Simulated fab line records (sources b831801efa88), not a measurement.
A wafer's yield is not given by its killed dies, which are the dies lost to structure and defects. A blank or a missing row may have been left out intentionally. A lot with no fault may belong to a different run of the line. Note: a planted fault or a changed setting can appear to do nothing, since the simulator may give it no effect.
Which of the tools did it? ; flow sfq-line ; 21 wafers from 7 lots sampled at 2 of the route's 325 steps

## WHAT EACH GAUGE READ, for each wafer
SFQ_M0_RS_MEAS_904: a four-point-probe measurement.
lot;measured;on;M0_NB_RS (ohm/sq)
L425;day 8 19:10;film-metro-04;0.872 0.869 0.881
L427;day 9 04:44;film-metro-04;0.870 0.867 0.876
L430;day 10 08:52;film-metro-02;0.872 0.887 0.873
L432;day 10 19:41;film-metro-01;0.773 0.777 0.769
L434;day 11 06:02;film-metro-02;0.897 0.897 0.887
L438;day 12 06:26;film-metro-04;0.768 0.765 0.770
L444;day 14 12:29;film-metro-04;0.897 0.895 0.898

## WHAT TOOL EACH LOT RAN ON (gives the tool, then ch and the chambers of the sampled wafers, and finally the start)
lot;SFQ_TRILAYER_M0_DEP_SPUTTER_019
L425;pvd-sputter-06, day 8 19:03
L427;pvd-sputter-03, day 9 04:39
L430;pvd-sputter-03, day 10 08:47
L432;pvd-sputter-03, day 10 19:36
L434;pvd-sputter-06, day 11 05:57
L438;pvd-sputter-03, day 12 06:20
L444;pvd-sputter-05, day 14 12:22
- SFQ_TRILAYER_M0_DEP_SPUTTER_019: material Nb, target thk 200 nm, time 133.3 s.

## THE ANSWER, worked out from the rows above alone
Rule: the usual values come from the lots themselves. Put in order of their means at a reading, lots are off if they are a third of the lots or fewer, leave a main group of 4 or more, and stand apart from it by a gap of 3 or more times the standard deviation of the main group's means; of several such gaps the widest counts. The tables above print the reading to a certain number of digits; a main group whose means all agree to those digits is not used. Also off: a lot with no number at a reading for which 4 or more lots have one. The other lots that the step has rows for count as sound.
Off: L432, L438, seen at SFQ_M0_RS_MEAS_904 (M0_NB_RS). Main group: mean 0.883 ohm/sq, sd 0.011.
A tool fits if, at a process step before that reading, it ran every lot that is off, and no sound lot after the first of them. Those tools and the gauges at SFQ_M0_RS_MEAS_904 are tried in the same way. One fits: SFQ_TRILAYER_M0_DEP_SPUTTER_019 on pvd-sputter-03. Its last sound lot is L430 (day 10 08:47), its first lot that is off L432 (day 10 19:36): a fault that began between those two fits.

## WHAT THE SIMULATOR HAD PUT IN
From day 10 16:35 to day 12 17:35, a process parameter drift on pvd-sputter-03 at SFQ_TRILAYER_M0_DEP_SPUTTER_019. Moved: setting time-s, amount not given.
Lots struck among those shown: L432, L438. The rule above found the same.
